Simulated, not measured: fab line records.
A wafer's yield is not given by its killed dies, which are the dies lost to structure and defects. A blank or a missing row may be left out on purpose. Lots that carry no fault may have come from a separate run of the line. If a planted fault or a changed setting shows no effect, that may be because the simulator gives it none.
Which tool was responsible? | flow sky130 | 12 lots with 35 wafers sampled at 2 steps, on a route of 708 steps

## WHAT EACH GAUGE READ, for each wafer
SKY_CAP2M_OVL_MEAS_12. Usual: CAP2M_OVL gives -0.1 nm (standard deviation 1.2).
lot  | measured     | on         | CAP2M_OVL (nm) | flag
L886 | day 40 13:09 | overlay-02 | 1.9 1.4 0.7    |
L885 | day 40 16:07 | overlay-01 | -1.3 2.4 0.3   |
L887 | day 41 00:58 | overlay-01 | -1.0 -1.9 -1.2 |
L893 | day 42 20:39 | overlay-01 | 1.2 -0.2 -1.3  |
L895 | day 43 15:07 | overlay-01 | -1.2 0.3 -0.7  |
L897 | day 44 01:44 | overlay-02 | -0.3 -0.5 -1.3 |
L898 | day 44 07:22 | overlay-01 | -1.4 -0.4 -0.7 |
L902 | day 45 05:46 | overlay-02 | -0.7 -0.7      |
L903 | day 45 08:23 | overlay-02 | -1.4 -1.7 -2.6 |
L904 | day 45 11:56 | overlay-02 | -2.0 -1.5 -0.9 |
L908 | day 46 23:19 | overlay-01 | -0.1 -0.1 1.6  |
L907 | day 47 05:40 | overlay-02 | -1.7 -2.8 -1.6 |

## WHAT TOOL EACH LOT RAN ON (gives the tool, then ch and the chambers of the sampled wafers, and finally the start)
lot  | SKY_METAL2_DESCUM_17
L886 | rie_metal-03 ch 0,1, day 34 21:49
L885 | rie_metal-01 ch 0,1, day 35 01:35
L887 | rie_metal-03 ch 0,1, day 35 12:04
L893 | rie_metal-04 ch 1, day 37 09:35
L895 | rie_metal-01 ch 0,1, day 38 07:14
L897 | rie_metal-04 ch 0,1, day 38 18:29
L898 | rie_metal-01 ch 1, day 39 02:22
L902 | rie_metal-03 ch 0,1, day 40 03:19
L903 | rie_metal-01 ch 0, day 40 05:37
L904 | rie_metal-01 ch 0,1, day 40 10:28
L908 | rie_metal-04 ch 1, day 42 01:22
L907 | rie_metal-03 ch 0,1, day 42 11:14
- SKY_METAL2_DESCUM_17: chemistry O2, time 8 s.

## WHAT THE TOOLS THEMSELVES READ (means of the sampled wafers that have a number; where no wafer has one, the mark that the record gives instead)
SKY_METAL2_DESCUM_17. Usual: drypump_motor_current_A 5.70 A, standard deviation 0.29; oes_product_au 1.000 a.u., standard deviation 0.0069.
lot  | tool         | drypump_motor_current_A (A) | oes_product_au (a.u.) | flag
L886 | rie_metal-03 | 5.83                        | 1.000                 |
L885 | rie_metal-01 | 5.61                        | 0.996                 |
L887 | rie_metal-03 | 5.84                        | 0.999                 |
L893 | rie_metal-04 | 6.02                        | 1.009                 |
L895 | rie_metal-01 | 5.60                        | 0.996                 |
L897 | rie_metal-04 | 5.70                        | 1.000                 |
L898 | rie_metal-01 | 5.66                        | 0.999                 |
L902 | rie_metal-03 | 5.85                        | 0.998                 |
L903 | rie_metal-01 | 5.48                        | 1.001                 |
L904 | rie_metal-01 | 5.52                        | 1.000                 |
L908 | rie_metal-04 | 6.03                        | 1.006                 |
L907 | rie_metal-03 | 5.87                        | 0.992                 |

## THE ANSWER, worked out from the rows above alone
Rule: a lot counts as off when the mean over its wafers that have a number is more than 3 standard deviations away from the usual mean. A lot without any number at a reading at which 4 lots or more have one is off too. The other lots that the step has rows for count as sound. Order of review: gauges by route order, followed by the tools' own readings, for which a lot's mean as printed above is used. At the first step where some lot is off, the reading lying furthest off is the one used; lots without a number count as furthest.
No lot is off on any of the readings shown, so nothing can be concluded from this.

## WHAT THE SIMULATOR PUT IN
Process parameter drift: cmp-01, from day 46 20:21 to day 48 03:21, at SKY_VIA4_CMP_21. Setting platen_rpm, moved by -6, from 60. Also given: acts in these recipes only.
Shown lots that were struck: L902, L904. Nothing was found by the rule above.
